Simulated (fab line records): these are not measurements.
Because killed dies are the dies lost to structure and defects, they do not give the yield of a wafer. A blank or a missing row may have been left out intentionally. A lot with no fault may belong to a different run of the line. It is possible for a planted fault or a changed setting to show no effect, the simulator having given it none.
Which tool was responsible? / flow gf180mcu / 13 lots, 39 wafers sampled, at 3 steps of a route of 602

WHAT THE GAUGES READ, wafer by wafer
GF_V4_RS_MEAS_24: measurement is done with a four-point probe. Usual: V4_W_RS 0.326 ohm/sq, standard deviation 0.0045.
lot=L438; measured=day 24 14:45; on=film-metro-01; V4_W_RS (ohm/sq)=0.330 0.326 0.322; flag=
lot=L439; measured=day 24 23:37; on=film-metro-01; V4_W_RS (ohm/sq)=0.317 0.323 0.332; flag=
lot=L440; measured=day 25 12:08; on=film-metro-03; V4_W_RS (ohm/sq)=0.324 0.319 0.323; flag=
lot=L441; measured=day 25 21:53; on=film-metro-01; V4_W_RS (ohm/sq)=0.327 0.324 0.320; flag=
lot=L442; measured=day 26 00:01; on=film-metro-02; V4_W_RS (ohm/sq)=0.322 0.326 0.323; flag=
lot=L444; measured=day 26 22:20; on=film-metro-03; V4_W_RS (ohm/sq)=0.329 0.322 0.327; flag=
lot=L446; measured=day 27 05:05; on=film-metro-01; V4_W_RS (ohm/sq)=0.321 0.331 0.326; flag=
lot=L448; measured=day 28 01:11; on=film-metro-01; V4_W_RS (ohm/sq)=0.328 0.328 0.330; flag=
lot=L452; measured=day 29 01:33; on=film-metro-03; V4_W_RS (ohm/sq)=0.324 0.327 0.323; flag=
lot=L457; measured=day 30 14:59; on=film-metro-02; V4_W_RS (ohm/sq)=0.326 0.324 0.320; flag=
lot=L458; measured=day 30 19:02; on=film-metro-03; V4_W_RS (ohm/sq)=0.322 0.318 0.330; flag=
lot=L459; measured=day 31 03:49; on=film-metro-02; V4_W_RS (ohm/sq)=0.328 0.329 0.329; flag=
lot=L461; measured=day 31 12:38; on=film-metro-01; V4_W_RS (ohm/sq)=0.328 0.326 0.323; flag=

EACH LOT AND THE TOOL THAT RAN IT (in order: tool; ch and the chambers of the sampled wafers; start)
lot=L438; GF_M4_SPUTTER_02=pvd-sputter-03, day 22 14:55; GF_M4_METAL_ETCH_16=rie-metal-02 ch 1, day 23 14:09
lot=L439; GF_M4_SPUTTER_02=pvd-sputter-03, day 22 23:49; GF_M4_METAL_ETCH_16=rie-metal-01 ch 0,1, day 23 21:53
lot=L440; GF_M4_SPUTTER_02=pvd-sputter-03, day 23 14:31; GF_M4_METAL_ETCH_16=rie-metal-02 ch 0,1, day 24 12:40
lot=L441; GF_M4_SPUTTER_02=pvd-sputter-02, day 23 23:08; GF_M4_METAL_ETCH_16=rie-metal-02 ch 1, day 24 21:35
lot=L442; GF_M4_SPUTTER_02=pvd-sputter-02, day 24 02:14; GF_M4_METAL_ETCH_16=rie-metal-01 ch 0, day 25 00:38
lot=L444; GF_M4_SPUTTER_02=pvd-sputter-04, day 25 01:31; GF_M4_METAL_ETCH_16=rie-metal-01 ch 0,1, day 25 22:46
lot=L446; GF_M4_SPUTTER_02=pvd-sputter-02, day 25 08:28; GF_M4_METAL_ETCH_16=rie-metal-01 ch 0,1, day 26 05:56
lot=L448; GF_M4_SPUTTER_02=pvd-sputter-03, day 26 05:58; GF_M4_METAL_ETCH_16=rie-metal-04 ch 0,1, day 27 03:06
lot=L452; GF_M4_SPUTTER_02=pvd-sputter-02, day 27 08:34; GF_M4_METAL_ETCH_16=rie-metal-02 ch 0,1, day 28 03:55
lot=L457; GF_M4_SPUTTER_02=pvd-sputter-03, day 28 21:31; GF_M4_METAL_ETCH_16=rie-metal-02 ch 1, day 29 17:22
lot=L458; GF_M4_SPUTTER_02=pvd-sputter-03, day 29 02:16; GF_M4_METAL_ETCH_16=rie-metal-02 ch 0,1, day 29 20:58
lot=L459; GF_M4_SPUTTER_02=pvd-sputter-04, day 29 09:17; GF_M4_METAL_ETCH_16=rie-metal-04 ch 0,1, day 30 03:34
lot=L461; GF_M4_SPUTTER_02=pvd-sputter-04, day 29 22:11; GF_M4_METAL_ETCH_16=rie-metal-02 ch 0, day 30 16:52
- GF_M4_SPUTTER_02: material AlCu, target thk 450 nm, time 23.9 s.
- GF_M4_METAL_ETCH_16: etches the open film in Cl2/BCl3, stops on SiO2, target depth 750.8 nm, time 125.1 s.

WHAT THE TOOLS THEMSELVES READ (means of the sampled wafers that have a number; where no wafer has one, the mark that the record gives instead)
GF_M4_SPUTTER_02. Usual: throttle-valve-pct 30.0 %, standard deviation 0.74.
lot=L438; tool=pvd-sputter-03; throttle-valve-pct (%)=30.3; flag=
lot=L439; tool=pvd-sputter-03; throttle-valve-pct (%)=29.9; flag=
lot=L440; tool=pvd-sputter-03; throttle-valve-pct (%)=29.8; flag=
lot=L441; tool=pvd-sputter-02; throttle-valve-pct (%)=30.9; flag=
lot=L442; tool=pvd-sputter-02; throttle-valve-pct (%)=31.1; flag=
lot=L444; tool=pvd-sputter-04; throttle-valve-pct (%)=30.0; flag=
lot=L446; tool=pvd-sputter-02; throttle-valve-pct (%)=29.9; flag=
lot=L448; tool=pvd-sputter-03; throttle-valve-pct (%)=30.3; flag=
lot=L452; tool=pvd-sputter-02; throttle-valve-pct (%)=30.8; flag=
lot=L457; tool=pvd-sputter-03; throttle-valve-pct (%)=29.9; flag=
lot=L458; tool=pvd-sputter-03; throttle-valve-pct (%)=29.8; flag=
lot=L459; tool=pvd-sputter-04; throttle-valve-pct (%)=30.0; flag=
lot=L461; tool=pvd-sputter-04; throttle-valve-pct (%)=29.6; flag=

GF_M4_METAL_ETCH_16. Usual: drypump-motor-current-A 5.9 A, standard deviation 0.4; oes-product-au 0.988 a.u., standard deviation 0.0067; throttle-valve-pct 28.233 %, standard deviation 0.011.
lot=L438; tool=rie-metal-02; drypump-motor-current-A (A)=5.9; oes-product-au (a.u.)=0.990; throttle-valve-pct (%)=28.231; flag=
lot=L439; tool=rie-metal-01; drypump-motor-current-A (A)=5.7; oes-product-au (a.u.)=0.991; throttle-valve-pct (%)=28.228; flag=
lot=L440; tool=rie-metal-02; drypump-motor-current-A (A)=5.7; oes-product-au (a.u.)=0.991; throttle-valve-pct (%)=28.237; flag=
lot=L441; tool=rie-metal-02; drypump-motor-current-A (A)=5.9; oes-product-au (a.u.)=0.987; throttle-valve-pct (%)=28.224; flag=
lot=L442; tool=rie-metal-01; drypump-motor-current-A (A)=5.3; oes-product-au (a.u.)=0.990; throttle-valve-pct (%)=28.225; flag=
lot=L444; tool=rie-metal-01; drypump-motor-current-A (A)=5.6; oes-product-au (a.u.)=0.994; throttle-valve-pct (%)=28.227; flag=
lot=L446; tool=rie-metal-01; drypump-motor-current-A (A)=5.5; oes-product-au (a.u.)=0.992; throttle-valve-pct (%)=28.226; flag=
lot=L448; tool=rie-metal-04; drypump-motor-current-A (A)=6.4; oes-product-au (a.u.)=0.987; throttle-valve-pct (%)=28.240; flag=
lot=L452; tool=rie-metal-02; drypump-motor-current-A (A)=5.7; oes-product-au (a.u.)=0.980; throttle-valve-pct (%)=28.254; flag=
lot=L457; tool=rie-metal-02; drypump-motor-current-A (A)=5.9; oes-product-au (a.u.)=0.984; throttle-valve-pct (%)=28.240; flag=
lot=L458; tool=rie-metal-02; drypump-motor-current-A (A)=5.7; oes-product-au (a.u.)=0.988; throttle-valve-pct (%)=28.240; flag=
lot=L459; tool=rie-metal-04; drypump-motor-current-A (A)=6.5; oes-product-au (a.u.)=0.991; throttle-valve-pct (%)=28.238; flag=
lot=L461; tool=rie-metal-02; drypump-motor-current-A (A)=5.6; oes-product-au (a.u.)=0.992; throttle-valve-pct (%)=28.230; flag=

THE ANSWER, worked out from the rows above alone
Rule: a lot counts as off when the mean over its wafers that have a number is more than 3 standard deviations away from the usual mean. Also off: a lot with no number at a reading for which 4 or more lots have one. All remaining lots with rows at the step are treated as sound. Order of review: gauges by route order, followed by the tools' own readings, for which a lot's mean as printed above is used. The first step at which some lot is off is used, and at that step the reading that is off furthest; a lot without a number counts as furthest.
Nothing can be told from this: no lot is off at any reading shown.

WHAT HAD BEEN PUT IN BY THE SIMULATOR
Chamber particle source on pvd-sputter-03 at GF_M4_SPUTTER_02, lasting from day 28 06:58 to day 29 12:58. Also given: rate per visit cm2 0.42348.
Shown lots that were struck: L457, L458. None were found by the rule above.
